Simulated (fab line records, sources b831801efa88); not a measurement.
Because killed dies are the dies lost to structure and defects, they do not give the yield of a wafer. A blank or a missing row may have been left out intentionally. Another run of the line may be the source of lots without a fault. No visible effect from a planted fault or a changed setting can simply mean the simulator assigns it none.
Which of the tools did it? ; flow sky130 ; 38 wafers sampled from 13 lots at 1 step of a route of 708

== WHAT EACH GAUGE READ, for each wafer ==
SKY_VT_ADJUST_HVTR_OVL_MEAS_08. Usual: VT_ADJUST_HVTR_OVL gives -0.1 nm (standard deviation 1.4).
lot;measured;on;VT_ADJUST_HVTR_OVL (nm);flag
L713;day 10 03:38;overlay-02;0.0 2.5 1.1;
L714;day 10 14:37;overlay-02;0.9 1.4 -1.4;
L716;day 11 02:06;overlay-01;-1.8 -1.7 -0.4;
L718;day 11 17:05;overlay-01;-0.1 0.6;
L725;day 13 18:32;overlay-01;-0.7 -1.2 -0.9;
L726;day 14 02:47;overlay-01;0.9 -1.2 1.5;
L727;day 14 16:20;overlay-01;-0.7 -1.8 0.1;
L728;day 14 23:50;overlay-02;1.6 1.1 1.8;
L729;day 15 08:53;overlay-02;0.0 0.5 2.6;
L730;day 15 09:53;overlay-02;-2.0 0.1 -1.5;
L732;day 16 05:50;overlay-01;-1.5 0.8 0.4;
L733;day 16 08:59;overlay-02;1.3 1.3 1.8;
L734;day 16 15:57;overlay-01;-1.3 0.3 0.0;

== EACH LOT AND THE TOOL THAT RAN IT (in order: tool; ch and the chambers of the sampled wafers; start) ==
There is no process step in the record ahead of these readings.

== AS READ BY THE TOOLS THEMSELVES (means over the sampled wafers that have a number; for cases with no such wafer, the mark the record gives instead) ==
The record holds no such reading with a usual standard deviation.

== THE ANSWER, worked out from the rows above alone ==
Rule: take the mean of a lot's wafers that have a number; if it is more than 3 standard deviations from the usual mean, the lot is off. A lot without any number at a reading at which 4 lots or more have one is off too. Any other lot the step has rows for is counted as sound. After the gauges, taken in route order, come the tools' own readings; for these a lot's mean is taken, as printed above. At the first step where some lot is off, the reading lying furthest off is the one used; lots without a number count as furthest.
None of the lots is off at any reading shown; this tells nothing.

== WHAT THE SIMULATOR PUT IN ==
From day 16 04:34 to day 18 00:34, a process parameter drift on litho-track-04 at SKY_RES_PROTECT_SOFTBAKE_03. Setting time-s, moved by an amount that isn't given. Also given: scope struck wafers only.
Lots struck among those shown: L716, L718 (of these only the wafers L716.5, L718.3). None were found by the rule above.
